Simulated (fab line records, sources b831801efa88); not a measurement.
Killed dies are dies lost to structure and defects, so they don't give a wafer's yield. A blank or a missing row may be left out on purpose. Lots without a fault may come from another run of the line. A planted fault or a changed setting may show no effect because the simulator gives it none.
A struck lot beside a sound one | flow sfq_line | 41 steps out of a route of 325
Sound: wafers L659.2, L659.4, L659.5. Struck: wafer L667.2. (L667.3, L667.4 of the same lot were not struck and are left out.) The cause comes at the end.
At each step with rows: each side's tool, then ch and its chambers, then its first start. Under that, the readings that differ: sound wafers | struck wafers | difference of the means | sigmas: that difference in standard deviations of wafers without a fault.
alike: readings whose means differ by less than 2 such deviations, and words and numbers that are the same on both sides. not compared: withheld readings, readings that some wafer has no value for, bounds like >300 that may hide the same value, and numbers for which the record gives no deviation and whose values overlap.
The two part at a step that has a row with sigmas, a row that says differs or no value, or rows on one side only. Numbers that don't overlap but have no deviation are shown without sigmas and don't part them. A reading that every wafer of one side lacks parts them only if that side has two wafers or more.

first, 6 steps without rows for these wafers: SFQ_TRILAYER_M7_LITHO_COAT_182 (resist thk 62 nm); SFQ_TRILAYER_M7_LITHO_COAT_177 (resist thk 600 nm); SFQ_TRILAYER_M7_LITHO_SOFTBAKE_181; SFQ_TRILAYER_M7_LITHO_EXPOSE_178 (exposes mask M7, target cd 500 nm); SFQ_TRILAYER_M7_LITHO_PEB_180 (peb time 60 s); SFQ_TRILAYER_M7_LITHO_DEVELOP_179 (time 60 s).
SFQ_M7_OVL_MEAS_945:
  sound on overlay-02, day 81 15:24; struck on overlay-02, day 82 04:36
  alike: M7_OVL
SFQ_TRILAYER_M7_BARC_OPEN_METAL_ETCH_229: etches BARC in O2, target depth 125 nm, time 41.7 s.
  sound on rie_metal-04 ch 1, day 81 15:26; struck on rie_metal-02 ch 0, day 82 04:38
  alike: drypump_motor_current_A, oes_product_au
  not compared: rf_hours_counter_h
SFQ_TRILAYER_M7_ETCH_METAL_ETCH_180: etches Nb in Cl2/Ar, stops on SiO2, target depth 240 nm, time 120 s.
  sound on rie_metal-04 ch 1, day 81 15:29; struck on rie_metal-02 ch 0, day 82 04:41
  alike: drypump_motor_current_A, oes_product_au
  not compared: rf_hours_counter_h
SFQ_TRILAYER_M7_STRIP_STRIP_181: strips in O2.
  sound on rie_metal-04 ch 1, day 81 15:37; struck on rie_metal-02 ch 0, day 82 04:49
  reading               | sound             | struck | difference | sigmas
  oes_product_au (a.u.) | 1.004 1.002 1.002 | 0.986  | -0.017     | -2
  alike: drypump_motor_current_A
  not compared: rf_hours_counter_h
then, 1 step without rows for these wafers: SFQ_TRILAYER_M7_STRIP_SOLV_CLEAN_182 (cleans in NMP, time 600 s).
SFQ_TRILAYER_I7_DEP_PECVD_183: deposits SiO2 from SiH4/N2O, time 111.11 s, target thk 500 nm.
  sound on pecvd-04 ch 0,1,2, day 81 16:23; struck on pecvd-01 ch 1, day 82 05:35
  alike: heater_power_w, throttle_valve_pct
SFQ_TRILAYER_I7_CMP_CMP_184: polishes SiO2.
  sound on cmp-02 ch 0,2, day 81 16:28; struck on cmp-01 ch 3, day 82 09:17
  reading                                             | sound             | struck | difference | sigmas
  time_to_endpoint_s (s)                              | 210 218 215       | 277    | +63        | +10
  model.SiO2_of_TRILAYER_I7_DEP_PECVD_183.thk_nm (nm) | 199.3 198.8 198.3 | 303.8  | +105.0     |
  alike: motor_current_A
SFQ_I7_BOW_MEAS_946:
  sound on film_metro-01, day 81 19:29; struck on film_metro-03, day 82 10:48
  alike: I7_BOW
SFQ_TRILAYER_I7_METRO_MEASURE_185:
  sound on film_metro-01, day 81 19:47; struck on film_metro-03, day 82 11:06
  reading     | sound             | struck | difference | sigmas
  thk_nm (nm) | 199.4 198.7 198.4 | 303.8  | +105.0     | +99 or more
then, 6 steps without rows for these wafers: SFQ_TRILAYER_I7_VIA_LITHO_COAT_192 (resist thk 62 nm); SFQ_TRILAYER_I7_VIA_LITHO_COAT_187 (resist thk 650 nm); SFQ_TRILAYER_I7_VIA_LITHO_SOFTBAKE_191; SFQ_TRILAYER_I7_VIA_LITHO_EXPOSE_188 (exposes mask I7, target cd 1000 nm); SFQ_TRILAYER_I7_VIA_LITHO_PEB_190 (peb time 60 s); SFQ_TRILAYER_I7_VIA_LITHO_DEVELOP_189 (time 60 s).
-- the record jumps here: 4 days lie between the struck wafers' starts before and after --
SFQ_I7_OVL_MEAS_947:
  sound on overlay-02, day 85 19:22; struck on overlay-02, day 86 13:22
  alike: I7_OVL
SFQ_TRILAYER_I7_VIA_BARC_OPEN_VIA_ETCH_260: etches BARC in O2, target depth 125 nm, time 41.7 s.
  sound on rie_diel-01 ch 1,2,3, day 85 19:24; struck on rie_diel-01 ch 3, day 86 13:24
  alike: drypump_motor_current_A, oes_product_au
  not compared: rf_hours_counter_h
SFQ_TRILAYER_I7_VIA_ETCH_VIA_ETCH_190: etches SiO2 in CHF3, stops on Nb, target depth 260 nm.
  sound on rie_diel-01 ch 1,2,3, day 85 19:26; struck on rie_diel-01 ch 3, day 86 13:26
  reading                        | sound             | struck | difference | sigmas
  oes_product_au (a.u.)          | 0.849 0.847 0.851 | 1.011  | +0.162     | +31
  model.I7.feature_depth_nm (nm) | 199.3 198.8 198.3 | 264.6  | +65.8      |
  model.etch.depth_nm (nm)       | 199.3 198.8 198.3 | 264.6  | +65.8      |
  alike: drypump_motor_current_A
then, 9 steps without rows for these wafers: SFQ_TRILAYER_I7_VIA_STRIP_STRIP_191 (strips in O2); SFQ_TRILAYER_I7_VIA_STRIP_SOLV_CLEAN_192 (cleans in NMP, time 600 s); SFQ_TRILAYER_M8_LITHO_LOR_COAT_197; SFQ_TRILAYER_M8_LITHO_LOR_BAKE_198; SFQ_TRILAYER_M8_LITHO_COAT_193 (resist thk 600 nm); SFQ_TRILAYER_M8_LITHO_SOFTBAKE_199; SFQ_TRILAYER_M8_LITHO_EXPOSE_194 (exposes mask M8, target cd 2000 nm); SFQ_TRILAYER_M8_LITHO_PEB_196 (peb time 60 s); SFQ_TRILAYER_M8_LITHO_DEVELOP_195 (img clear 15 s, time 55 s).
-- the record jumps here: 4 days lie between the struck wafers' starts before and after --
SFQ_M8_OVL_MEAS_948:
  sound on overlay-01, day 89 13:04; struck on overlay-01, day 90 09:28
  alike: M8_OVL
then, 3 steps without rows for these wafers: SFQ_TRILAYER_M8_DEP_EVAP_197 (material Ti, target thk 20 nm, time 100 s); SFQ_TRILAYER_M8_DEP_EVAP_198 (material Pt, target thk 50 nm, time 250 s); SFQ_TRILAYER_M8_DEP_EVAP_196 (material Au, target thk 180 nm, time 900 s).
SFQ_M8_RS_MEAS_949: measures by four-point-probe.
  sound on film_metro-01, day 89 13:52; struck on film_metro-01, day 90 10:16
  alike: M8_AU_RS
SFQ_M8_THK_MEAS_950: measures by xrf.
  sound on film_metro-01, day 89 13:58; struck on film_metro-01, day 90 10:22
  alike: M8_AU_THK
then, 1 step without rows for these wafers: SFQ_TRILAYER_M8_LIFTOFF_LIFTOFF_197 (chemistry NMP, time 600 s).
SFQ_M8_BOW_MEAS_951:
  sound on film_metro-04, day 89 14:14; struck on film_metro-04, day 90 10:37
  reading                 | sound             | struck | difference | sigmas
  model.etest.i7.link_ohm | 1.034 1.027 1.035 | 1e+06  | +1e+06     |
  alike: M8_BOW

WHERE THEY PART
First at SFQ_TRILAYER_M7_STRIP_STRIP_181; last, within this record, at SFQ_TRILAYER_I7_VIA_ETCH_VIA_ETCH_190. Later steps at which nothing parts them and some readings are alike: SFQ_M8_OVL_MEAS_948, SFQ_M8_RS_MEAS_949, SFQ_M8_THK_MEAS_950, SFQ_M8_BOW_MEAS_951.

WHY: what the simulator had put in
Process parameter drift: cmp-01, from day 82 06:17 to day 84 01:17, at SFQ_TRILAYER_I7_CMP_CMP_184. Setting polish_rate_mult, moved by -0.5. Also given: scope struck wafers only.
